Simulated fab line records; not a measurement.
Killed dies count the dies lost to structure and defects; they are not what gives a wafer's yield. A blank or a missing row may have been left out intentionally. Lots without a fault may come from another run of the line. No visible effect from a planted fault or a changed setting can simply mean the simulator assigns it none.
The same fault as seen by 2 desks + flow gf180mcu + each desk holds nothing but its own numbers, with what lay behind them at the end

FOR THE TOOL OWNER'S DESK: pvd sputter-03
At GF_M4_SPUTTER_01 (material TiN, target thk 30 nm, time 25 s) the tool's own readings: per lot run on this tool, the mean of the sampled wafers that have a number. A lot is out of limits, marked OUT, if its mean lies more than 4 standard deviations from the usual mean; the brackets give that distance.
Columns: A = cathode dc power W at GF_M4_SPUTTER_01, usual 6499.9 W; B = throttle valve pct at GF_M4_SPUTTER_01, usual 29.7 %
| lot  | first seen here | A      | B    |
|------|-----------------|--------|------|
| L509 | day 23 06:35    | 6498.5 | 29.1 |
| L513 | day 24 11:44    | 6500.3 | 29.8 |
| L531 | day 30 02:26    | 6498.3 | 30.1 |
This desk's verdict: no lot among the 3 shows anything out of limits.

FROM THE METROLOGY DESK
What the gauges read, lot by lot, whatever tool the lot ran on: means of the sampled wafers that have a number. A lot is out of limits, marked OUT, if its mean lies more than 4 standard deviations from the usual mean; the brackets give that distance.
Columns: A = V3_W_RS at GF_V3_RS_MEAS_24, usual 0.331 ohm/sq; B = V3_W_THK at GF_V3_THK_MEAS_25, usual 367 nm
| lot  | first seen here | A     | B   |
|------|-----------------|-------|-----|
| L509 | day 23 06:04    | 0.329 | 369 |
| L513 | day 24 11:10    | 0.328 | 371 |
| L528 | day 29 03:53    | 0.334 | 364 |
| L531 | day 30 01:51    | 0.329 | 368 |
| L532 | day 30 06:01    | 0.332 | 365 |
This desk's verdict: no lot among the 5 shows anything out of limits.

ALL TOGETHER
Nothing out of limits was seen by the tool owner's desk.
Nothing out of limits was seen by the metrology desk.

WHAT THE SIMULATOR PUT IN
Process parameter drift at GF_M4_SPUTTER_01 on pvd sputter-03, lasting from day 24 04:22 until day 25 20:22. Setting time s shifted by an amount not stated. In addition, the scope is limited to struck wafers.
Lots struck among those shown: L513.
